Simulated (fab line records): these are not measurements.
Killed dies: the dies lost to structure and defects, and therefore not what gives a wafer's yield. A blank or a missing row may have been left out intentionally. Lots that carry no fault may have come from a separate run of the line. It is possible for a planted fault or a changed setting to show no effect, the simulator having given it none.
Comparing a struck lot with a sound one | flow sky130 | 16 out of 708 route steps
Sound: these wafers, L291.1, L291.2, L291.3. Struck: wafers L287.3, L287.5, L287.6. At the end, the cause is stated.
At each step with rows: each side's tool, then ch and its chambers, then its first start. Under that, the readings that differ: sound wafers | struck wafers | difference of the means | sigmas: that difference in standard deviations of wafers without a fault.
alike: readings with means less than 2 such deviations apart, plus words and numbers identical on both sides. not compared: withheld readings, readings lacking a value on some wafer, bounds such as >300 that could conceal the same value, and numbers that have no deviation in the record and whose values overlap.
Wherever a step has rows on one side only, a row that says differs or no value, or a row with sigmas, the two part there. Numbers that don't overlap but have no deviation are shown without sigmas and don't part them. A reading missing from all wafers of one side parts the sides only when that side holds two or more wafers.

SKY_LDD_P_OVL_MEAS_08:
  sound on overlay-01 at day 26 09:19; struck on overlay-02 at day 25 15:49
  alike: LDD_P_OVL
following that, these wafers have no rows for 1 step: SKY_LDD_P_IMPLANT_09.
SKY_LDD_P_STRIP_10: strips in O2/N2.
  sound on plasmaAsher-02 ch 0,1, day 26 09:29; struck on plasmaAsher-01 ch 0,1, day 25 16:02
reading                  | sound             | struck            | difference | sigmas
stripTimeToEndpointS (s) | 13.94 14.01 14.00 | 13.85 13.89 13.89 | -0.11      | -3
  alike: drypumpMotorCurrentA, oesProductAu
  not compared: rfHoursCounterH
SKY_LDD_P_TW_MEAS_11:
  sound on filmMetro-03 at day 26 09:35; struck on filmMetro-01 at day 25 16:07
  alike: LDD_P_TW
then, 7 steps without rows for these wafers: SKY_LDD_HVN_DEHYDRATE_00 (time 60 s); SKY_LDD_HVN_HMDS_01 (prime time 60 s); SKY_LDD_HVN_COAT_02 (resist thk 300 nm); SKY_LDD_HVN_SOFTBAKE_03 (time 60 s); SKY_LDD_HVN_EXPOSE_04 (exposes mask HVNTM, target cd 700 nm); SKY_LDD_HVN_PEB_05; SKY_LDD_HVN_DEVELOP_06 (develop time 60 s).
SKY_LDD_HVN_OVL_MEAS_07:
  sound on overlay-02 at day 27 13:56; struck on overlay-01 at day 26 20:56
  alike: LDD_HVN_OVL
SKY_LDD_HVN_IMPLANT_08:
  sound on implanter-02 ch 0, day 27 13:59; struck on implanter-03 ch 0, day 26 21:01
reading                       | sound                         | struck                           | difference  | sigmas
beamOnS (s)                   | 9.75 10.24 9.95               | 12.04 11.91 11.94                | +1.98       | +9
doseIonsCm2                   | 3.002e+13 3.001e+13 2.999e+13 | 3.3108e+14 3.3109e+14 3.3103e+14 | +3.0106e+14 | +99 or more
endStationPressureTorr (Torr) | 4.99e-06 5.4e-06 5.55e-06     | 6.55e-06 6.18e-06 6.34e-06       | +1.04e-06   | +4
faradayCurrentUA              | 173 165 170                   | 1542 1563 1564                   | +1387       | +99 or more
SKY_LDD_HVN_STRIP_09: strips in O2/N2.
  sound on plasmaAsher-04 ch 0,1, day 27 14:08; struck on plasmaAsher-04 ch 0,1, day 26 21:08
  alike: drypumpMotorCurrentA, oesProductAu, stripTimeToEndpointS
  not compared: rfHoursCounterH
SKY_LDD_HVN_TW_MEAS_10:
  sound on filmMetro-01 at day 27 14:14; struck on filmMetro-01 at day 26 21:28
reading    | sound          | struck         | difference | sigmas
LDD_HVN_TW | 1414 1417 1412 | 2929 2934 2943 | +1521      | +99 or more
  not compared: hold
SKY_PAD_OPEN_PROBE_99:
  rows exist in the record for the sound wafers here (prober-01, day 50 12:36), none for the struck ones

== WHERE THEY PART ==
First at SKY_LDD_P_STRIP_10; last, within this record, at SKY_PAD_OPEN_PROBE_99.

WHY: what the simulator had put in
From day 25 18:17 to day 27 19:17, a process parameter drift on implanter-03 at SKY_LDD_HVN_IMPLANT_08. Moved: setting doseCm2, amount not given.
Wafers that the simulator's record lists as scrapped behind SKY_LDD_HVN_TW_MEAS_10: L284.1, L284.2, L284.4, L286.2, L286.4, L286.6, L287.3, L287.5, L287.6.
